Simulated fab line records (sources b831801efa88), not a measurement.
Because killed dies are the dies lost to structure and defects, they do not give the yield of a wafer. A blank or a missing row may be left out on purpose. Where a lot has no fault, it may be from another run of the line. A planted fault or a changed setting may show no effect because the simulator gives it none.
The tool behind it: which one?    flow gf180mcu    11 lots, 33 wafers sampled, at 5 steps of a route of 602

## WHAT THE GAUGES READ, wafer by wafer
GF_V5_RS_MEAS_24: a four-point-probe measurement.
lot   measured      on            V5_W_RS (ohm/sq)
L843  day 28 20:17  filmMetro-03  0.336 0.321 0.333
L847  day 29 20:50  filmMetro-03  0.337 0.337 0.340
L846  day 29 22:02  filmMetro-01  0.329 0.340 0.330
L848  day 30 03:32  filmMetro-03  0.333 0.331 0.335
L855  day 32 01:38  filmMetro-02  0.321 0.327 0.322
L856  day 32 07:13  filmMetro-02  0.330 0.335 0.329
L857  day 32 21:41  filmMetro-02  0.322 0.324 0.327
L859  day 33 02:26  filmMetro-03  0.326 0.330 0.329
L860  day 33 06:09  filmMetro-02  0.330 0.334 0.322
L862  day 33 17:17  filmMetro-02  0.332 0.333 0.332
L863  day 33 18:02  filmMetro-01  0.329 0.330 0.327

GF_PASSIVATION_THK_MEAS_03.
lot   measured      on            PASSIVATION_CVD_02_THK (nm)
L843  day 29 17:34  filmMetro-02  706 714 711
L847  day 30 17:17  filmMetro-01  741 734 740
L846  day 30 18:46  filmMetro-04  726 714 733
L848  day 30 23:40  filmMetro-01  691 706 700
L855  day 32 20:13  filmMetro-04  683 691 707
L856  day 33 02:34  filmMetro-02  700 699 693
L857  day 33 15:22  filmMetro-04  705 710 706
L859  day 33 20:07  filmMetro-04  698 704 703
L860  day 33 23:46  filmMetro-01  690 702 715
L862  day 34 10:52  filmMetro-01  684 702 717
L863  day 34 11:46  filmMetro-01  695 687 678

## TOOL THAT RAN EACH LOT (tool first, then ch and the chambers of the sampled wafers, then the start)
lot   GF_M5_METAL_ETCH_10               GF_TOP_METAL_STRIP_17                GF_PASSIVATION_CVD_02
L843  rieMetal-02 ch 0, day 27 21:57    plasmaAsher-04 ch 0,1, day 29 16:35  pecvd-04 ch 0,1,2, day 29 17:16
L847  rieMetal-02 ch 0,1, day 28 22:52  plasmaAsher-04 ch 0,1, day 30 16:16  pecvd-04 ch 0,1,2, day 30 16:59
L846  rieMetal-03 ch 0,1, day 29 00:30  plasmaAsher-01 ch 0,1, day 30 17:46  pecvd-04 ch 0,1,2, day 30 18:28
L848  rieMetal-01 ch 0,1, day 29 05:24  plasmaAsher-01 ch 0,1, day 30 22:42  pecvd-01 ch 0,2, day 30 23:22
L855  rieMetal-02 ch 0,1, day 31 05:37  plasmaAsher-01 ch 0, day 32 19:13    pecvd-03 ch 1,2, day 32 19:56
L856  rieMetal-03 ch 0,1, day 31 11:32  plasmaAsher-01 ch 0,1, day 33 01:35  pecvd-04 ch 0,1,2, day 33 02:16
L857  rieMetal-01 ch 0,1, day 32 01:59  plasmaAsher-01 ch 0,1, day 33 14:24  pecvd-03 ch 0,2, day 33 15:04
L859  rieMetal-02 ch 0,1, day 32 06:40  plasmaAsher-04 ch 0,1, day 33 18:45  pecvd-01 ch 0,1,2, day 33 19:49
L860  rieMetal-01 ch 1, day 32 11:07    plasmaAsher-03 ch 0, day 33 22:49    pecvd-04 ch 0,2, day 33 23:29
L862  rieMetal-01 ch 0,1, day 32 22:43  plasmaAsher-04 ch 1, day 34 09:55    pecvd-03 ch 1,2, day 34 10:35
L863  rieMetal-02 ch 0,1, day 32 23:25  plasmaAsher-04 ch 0,1, day 34 10:49  pecvd-04 ch 0,1,2, day 34 11:29
- GF_M5_METAL_ETCH_10: etches the open film in Cl2/BCl3, stops on SiO2, target depth 627.5 nm, time 104.6 s.
- GF_TOP_METAL_STRIP_17: strips in O2/N2.
- GF_PASSIVATION_CVD_02: deposits Si3N4, target thk 700 nm, time 486.18 s.

## WHAT THE TOOLS THEMSELVES READ (means of the sampled wafers that have a number; where no wafer has one, the mark that the record gives instead)
GF_M5_METAL_ETCH_10.
lot   tool         drypumpMotorCurrentA (A)  oesProductAu (a.u.)  throttleValvePct (%)
L843  rieMetal-02  6.2                       0.967                28.253
L847  rieMetal-02  5.9                       0.976                28.249
L846  rieMetal-03  5.6                       0.967                28.248
L848  rieMetal-01  6.3                       0.967                28.251
L855  rieMetal-02  5.9                       0.972                28.261
L856  rieMetal-03  5.6                       0.977                28.247
L857  rieMetal-01  6.4                       0.970                28.251
L859  rieMetal-02  6.1                       0.975                28.254
L860  rieMetal-01  6.6                       0.979                28.226
L862  rieMetal-01  6.3                       0.976                28.239
L863  rieMetal-02  6.1                       0.963                28.255

GF_TOP_METAL_STRIP_17.
lot   tool            drypumpMotorCurrentA (A)  heaterPowerW (W)  oesProductAu (a.u.)  stripTimeToEndpointS (s)
L843  plasmaAsher-04  5.9                       333               0.712                13.46
L847  plasmaAsher-04  5.8                       326               0.709                13.33
L846  plasmaAsher-01  5.7                       284               0.709                13.47
L848  plasmaAsher-01  5.6                       290               0.708                13.41
L855  plasmaAsher-01  5.9                       273               0.705                13.36
L856  plasmaAsher-01  5.5                       291               0.710                13.39
L857  plasmaAsher-01  5.7                       283               0.710                13.46
L859  plasmaAsher-04  5.9                       332               0.712                13.54
L860  plasmaAsher-03  6.2                       352               0.707                13.47
L862  plasmaAsher-04  5.9                       329               0.710                13.47
L863  plasmaAsher-04  5.8                       330               0.712                13.49

GF_PASSIVATION_CVD_02.
lot   tool      heaterPowerOuterW (W)  heaterPowerW (W)  rfFwdPowerW (W)
L843  pecvd-04  395                    703               450.9
L847  pecvd-04  370                    662               521.5
L846  pecvd-04  410                    706               521.5
L848  pecvd-01  366                    629               451.6
L855  pecvd-03  403                    693               449.3
L856  pecvd-04  393                    691               450.6
L857  pecvd-03  406                    721               450.8
L859  pecvd-01  355                    630               447.5
L860  pecvd-04  389                    669               447.9
L862  pecvd-03  397                    686               449.0
L863  pecvd-04  365                    656               451.0

## THE ANSWER, worked out from the rows above alone
Rule: what is usual is taken from the lots themselves. The widest of any qualifying gaps counts: lots, ordered by their means at a reading, are off when they make up no more than a third of the lots, leave a main group of 4 or more, and stand apart from it by 3 or more times the standard deviation of that group's means. A main group is skipped when, at the precision printed for the reading in the tables above, its means are all equal. A lot without any number at a reading at which 4 lots or more have one is off too. The other lots that the step has rows for count as sound. Order of review: gauges by route order, followed by the tools' own readings, for which a lot's mean as printed above is used. At the first step where some lot is off, the reading lying furthest off is the one used; lots without a number count as furthest.
Off, at GF_PASSIVATION_CVD_02 on rfFwdPowerW: L847, L846. The main group: mean 449.8 W, standard deviation 1.4.
A tool fits if, at that step or a process step before it, it ran every lot that is off, and no sound lot after the first of them. Of those tried, none fits.

## WHAT HAD BEEN PUT IN BY THE SIMULATOR
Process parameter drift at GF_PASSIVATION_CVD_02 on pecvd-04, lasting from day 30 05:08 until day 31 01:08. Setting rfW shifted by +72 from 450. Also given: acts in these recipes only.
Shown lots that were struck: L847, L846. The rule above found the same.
